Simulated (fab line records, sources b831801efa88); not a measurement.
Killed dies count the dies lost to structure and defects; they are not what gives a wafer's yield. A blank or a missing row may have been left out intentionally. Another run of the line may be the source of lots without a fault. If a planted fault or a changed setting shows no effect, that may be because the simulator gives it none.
The tool behind it: which one? -- flow gf180mcu -- 13 lots, 39 wafers sampled, at 6 steps of a route of 602

WHAT THE GAUGES SHOWED, per wafer
GF_STI_THK_MEAS_04. Usual: STI_CVD_03_THK 207.6 nm, standard deviation 1.7.
lot,measured,on,STI_CVD_03_THK (nm),flag
L660,day 2 05:34,film-metro-01,207.7 207.0 209.3,
L662,day 2 14:34,film-metro-04,206.1 207.7 207.5,
L665,day 3 05:43,film-metro-04,207.7 205.9 205.7,
L666,day 3 10:34,film-metro-03,207.3 209.0 209.9,
L667,day 3 15:51,film-metro-01,207.0 206.3 207.9,
L669,day 4 01:34,film-metro-03,205.4 206.8 205.3,
L670,day 4 06:34,film-metro-03,206.3 207.1 208.6,
L671,day 4 13:07,film-metro-04,206.6 207.9 208.3,
L672,day 4 16:49,film-metro-03,205.7 207.0 207.5,
L674,day 5 04:21,film-metro-04,203.2 204.3 204.0,
L675,day 5 08:16,film-metro-03,206.4 208.2 207.7,
L678,day 5 22:34,film-metro-01,205.5 207.7 207.1,
L680,day 6 09:20,film-metro-01,209.1 209.4 210.2,

GF_STI_THK_MEAS_30. Usual: STI_OXIDATION_02_THK 10.08 nm, standard deviation 0.2.
lot,measured,on,STI_OXIDATION_02_THK (nm),flag
L660,day 2 23:01,film-metro-01,9.72 9.86 9.81,
L662,day 3 07:29,film-metro-04,9.87 9.94 9.77,
L665,day 4 00:16,film-metro-01,9.92 9.87 9.96,
L666,day 4 04:02,film-metro-03,10.00 9.92 10.23,
L667,day 4 10:59,film-metro-03,9.99 9.97 10.09,
L669,day 4 19:45,film-metro-03,9.63 9.72 9.70,
L670,day 5 02:05,film-metro-01,10.29 10.18 10.34,
L671,day 5 07:38,film-metro-01,10.13 10.08 10.16,
L672,day 5 11:56,film-metro-04,9.95 9.85 9.93,
L674,day 5 22:32,film-metro-04,10.37 10.41 10.39,
L675,day 6 02:55,film-metro-01,10.15 10.25 10.12,
L678,day 6 17:50,film-metro-01,10.05 10.04 10.20,
L680,day 7 06:44,film-metro-04,10.01 9.99 10.03,

GF_NWELL_TW_MEAS_11. Usual: NWELL_TW 1579, standard deviation 18.
lot,measured,on,NWELL_TW,flag
L660,day 4 01:32,film-metro-04,1592 1594 1606,
L662,day 4 10:10,film-metro-04,1592 1596 1588,
L665,day 5 03:17,film-metro-02,1557 1543 1556,
L666,day 5 07:14,film-metro-02,1566 1557 1558,
L667,day 5 14:53,film-metro-01,1587 1586 1580,
L669,day 6 00:47,film-metro-04,1761 1770 1765,OFF
L670,day 6 07:13,film-metro-01,1756 1749 1754,OFF
L671,day 6 12:55,film-metro-01,1583 1580 1588,
L672,day 6 17:38,film-metro-01,1601 1588 1592,
L674,day 7 05:23,film-metro-02,1560 1560 1566,
L675,day 7 09:33,film-metro-02,1554 1560 1550,
L678,day 8 00:32,film-metro-01,1591 1580 1592,
L680,day 8 15:22,film-metro-02,1558 1552 1560,

GF_LVPWELL_OVL_MEAS_07. Usual: LVPWELL_OVL -1.8 nm, standard deviation 1.3.
lot,measured,on,LVPWELL_OVL (nm),flag
L660,day 4 14:52,overlay-02,0.0 -1.5 -1.8,
L662,day 5 00:03,overlay-02,-1.0 -0.9 -2.1,
L665,day 5 17:04,overlay-02,-2.3 -0.4 -2.8,
L666,day 5 21:28,overlay-01,-3.5 -1.6 -2.9,
L667,day 6 04:34,overlay-02,-2.0 0.3 -1.3,
L669,day 6 15:48,overlay-02,-3.2 -3.2 -4.0,
L670,day 6 21:57,overlay-01,-1.4 -2.0 -1.2,
L671,day 7 04:36,overlay-01,-1.6 -0.6 -1.4,
L672,day 7 08:13,overlay-02,-2.5 -4.0 -2.4,
L674,day 7 20:55,overlay-02,-2.9 -1.6 -1.1,
L675,day 8 00:34,overlay-02,-1.0 0.3 1.2,
L678,day 8 15:58,overlay-01,-0.3 -0.7 -1.6,
L680,day 9 07:16,overlay-02,-2.8 -3.4 -2.6,

GF_VT_IMPLANT_RS_MEAS_47: uses a four-point probe to measure. Usual: NWELL_RS 487.6 ohm/sq, standard deviation 1.1.
lot,measured,on,NWELL_RS (ohm/sq),flag
L660,day 8 09:46,film-metro-02,486.1 485.0 485.4,
L662,day 8 19:17,film-metro-01,487.1 488.6 487.3,
L665,day 9 16:46,film-metro-02,487.2 488.4 488.3,
L666,day 9 22:33,film-metro-01,485.7 486.4 487.4,
L667,day 10 06:33,film-metro-01,487.8 488.3 487.8,
L669,day 10 20:01,film-metro-02,649.2 648.4 650.1,OFF
L670,day 11 02:37,film-metro-04,649.5 648.7 648.6,OFF
L671,day 11 09:36,film-metro-04,489.9 487.0 486.5,
L672,day 11 15:24,film-metro-01,486.6 486.2 487.0,
L674,day 12 07:25,film-metro-04,487.3 488.5 487.6,
L675,day 12 11:28,film-metro-01,488.0 488.0 488.1,
L678,day 13 06:37,film-metro-04,486.4 485.4 485.5,
L680,day 14 02:39,film-metro-02,486.9 488.0 487.8,

TOOL THAT RAN EACH LOT (tool first, then ch and the chambers of the sampled wafers, then the start)
lot,GF_NWELL_IMPLANT_08
L660,"implanter-01 ch 0, day 4 01:08"
L662,"implanter-02 ch 0, day 4 09:46"
L665,"implanter-04 ch 0, day 5 02:55"
L666,"implanter-02 ch 0, day 5 06:50"
L667,"implanter-01 ch 0, day 5 14:29"
L669,"implanter-01 ch 0, day 6 00:23"
L670,"implanter-01 ch 0, day 6 06:49"
L671,"implanter-04 ch 0, day 6 12:31"
L672,"implanter-04 ch 0, day 6 17:16"
L674,"implanter-04 ch 0, day 7 04:59"
L675,"implanter-02 ch 0, day 7 09:09"
L678,"implanter-02 ch 0, day 8 00:10"
L680,"implanter-04 ch 0, day 8 14:58"
- GF_NWELL_IMPLANT_08

WHAT THE TOOLS THEMSELVES READ (means of the sampled wafers that have a number; where no wafer has one, the mark that the record gives instead)
GF_NWELL_IMPLANT_08. Usual: end-station-pressure-torr 5.05e-06 Torr, standard deviation 2.6e-07; tilt-deg 0.002 degrees, standard deviation 0.021.
lot,tool,end-station-pressure-torr (Torr),tilt-deg (degrees),flag
L660,implanter-01,5.30e-06,0.028,
L662,implanter-02,4.90e-06,0.013,
L665,implanter-04,5.01e-06,0.020,
L666,implanter-02,5.23e-06,-0.010,
L667,implanter-01,5.04e-06,-0.001,
L669,implanter-01,5.08e-06,4.981,OFF
L670,implanter-01,5.02e-06,4.997,OFF
L671,implanter-04,5.02e-06,0.002,
L672,implanter-04,5.04e-06,-0.024,
L674,implanter-04,5.06e-06,0.010,
L675,implanter-02,5.06e-06,-0.010,
L678,implanter-02,4.95e-06,-0.002,
L680,implanter-04,4.99e-06,0.004,

THE ANSWER, worked out from the rows above alone
Rule: take the mean of a lot's wafers that have a number; if it is more than 3 standard deviations from the usual mean, the lot is off. A lot without any number at a reading at which 4 lots or more have one is off too. All remaining lots with rows at the step are treated as sound. The gauges are gone through in route order, then the tools' own readings, and for those a lot's mean is taken as printed above. The first step at which some lot is off is used, and at that step the reading that is off furthest; a lot without a number counts as furthest.
Off: at GF_NWELL_TW_MEAS_11 (NWELL_TW), L669, L670.
If a tool, at a process step before that reading, ran all the lots that are off and no sound lot after the first of them, it fits. Not tried: the gauges at GF_NWELL_TW_MEAS_11; whatever is off there is also off at GF_NWELL_IMPLANT_08, on other tools, and gauge error can't account for it. One fits: implanter-01 at GF_NWELL_IMPLANT_08. A fault onset in the window from L667 (day 5 14:29, its last sound lot) to L669 (day 6 00:23, its first lot off) fits.
The tool's own readings at GF_NWELL_IMPLANT_08 bear it out: on the lots that are off they differ by more than 5 times the standard deviation of the sound lots' means. tilt-deg reads 4.989 degrees there against 0.003 degrees on the sound lots.

WHAT THE SIMULATOR HAD PUT IN
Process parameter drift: implanter-01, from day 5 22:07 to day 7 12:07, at GF_NWELL_IMPLANT_08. Setting tilt-deg shifted by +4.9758 from 0. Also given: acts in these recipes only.
Shown lots that were struck: L669, L670. Same finding as the rule above.
